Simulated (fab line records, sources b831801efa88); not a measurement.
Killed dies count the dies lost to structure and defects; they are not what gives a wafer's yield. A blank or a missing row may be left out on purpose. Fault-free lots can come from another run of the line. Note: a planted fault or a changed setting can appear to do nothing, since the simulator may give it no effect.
A single fault, viewed from 2 desks || flow sky130 || every desk sees just its own numbers, and what lay behind them comes last

## THE METROLOGY DESK
Means of the sampled wafers that have a number, per lot and without regard to the tool the lot ran on: this is what the gauges read. Marked OUT: a lot whose mean sits more than 4 standard deviations from the usual mean, which makes it out of limits; the brackets give that distance.
Columns: A = GATE_OXIDE_OXIDATION_00_THK at SKY_GATE_OXIDE_THK_MEAS_02, usual 10.38 nm; B = LDD_P_OVL at SKY_LDD_P_OVL_MEAS_08, usual 0.7 nm
{"lot": "L279", "first seen here": "day 13 17:40", "A": 10.08, "B": 0.2}
{"lot": "L280", "first seen here": "day 13 21:19", "A": 10.40, "B": 1.6}
{"lot": "L281", "first seen here": "day 13 21:19", "A": 10.28, "B": 2.3}
{"lot": "L284", "first seen here": "day 15 08:09", "A": 10.30, "B": 1.4}
{"lot": "L286", "first seen here": "day 15 12:48", "A": 10.33, "B": 2.3}
{"lot": "L287", "first seen here": "day 15 19:29", "A": 10.46, "B": 2.5}
{"lot": "L288", "first seen here": "day 17 02:28", "A": 10.44, "B": 1.3}
{"lot": "L289", "first seen here": "day 17 03:52", "A": 10.14, "B": 0.2}
{"lot": "L290", "first seen here": "day 17 05:18", "A": 10.39, "B": 1.2}
{"lot": "L295", "first seen here": "day 18 11:51", "A": 10.66, "B": 0.8}
{"lot": "L296", "first seen here": "day 18 17:30", "A": 10.56, "B": -1.3}
{"lot": "L297", "first seen here": "day 19 09:05", "A": 10.71, "B": -0.3}
{"lot": "L300", "first seen here": "day 20 00:29", "A": 10.43, "B": 0.2}
This desk's verdict: no lot among the 13 shows anything out of limits.

## THE TOOL OWNER'S DESK: implanter-01
The tool's own readings at SKY_LDD_N_IMPLANT_11: means of the sampled wafers that have a number, for each lot that ran on this tool. Marked OUT: a lot whose mean sits more than 4 standard deviations from the usual mean, which makes it out of limits; the brackets give that distance.
Columns: A = dose_ions_cm2 at SKY_LDD_N_IMPLANT_11, usual 7.501e+13; B = rotation_deg at SKY_LDD_N_IMPLANT_11, usual 293.00 degrees
{"lot": "L284", "first seen here": "day 20 11:53", "A": 7.491e+13, "B": 293.03}
{"lot": "L286", "first seen here": "day 20 19:06", "A": 7.498e+13, "B": 293.08}
{"lot": "L288", "first seen here": "day 22 12:50", "A": 7.499e+13, "B": 293.02}
{"lot": "L289", "first seen here": "day 22 16:22", "A": 7.503e+13, "B": 292.97}
{"lot": "L295", "first seen here": "day 24 01:45", "A": 7.508e+13, "B": "353.76 (+99 or more) OUT"}
{"lot": "L296", "first seen here": "day 24 04:37", "A": 7.511e+13, "B": "353.67 (+99 or more) OUT"}
This desk finds L295, L296 out of limits, L295 being first, at day 24 01:45 (rotation_deg at SKY_LDD_N_IMPLANT_11). Within limits: L284, L286, L288, L289.

## ALL TOGETHER
The tool owner's desk could have raised an alarm at day 24 01:45, on L295, L296.
At the metrology desk, nothing out of limits was observed.
The metrology desk has L295, L296 on record, within its limits.
On implanter-01, each named lot ran SKY_LDD_N_IMPLANT_11.

## WHAT WAS PUT IN BY THE SIMULATOR
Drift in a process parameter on implanter-01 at SKY_LDD_N_IMPLANT_11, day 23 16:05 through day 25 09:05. A move of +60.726 in setting rotation_deg, from 293. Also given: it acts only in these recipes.
Struck lots among those shown: L295, L296.
Each desk's first reading out of limits, in hours after the fault started: the tool owner's desk, 10.
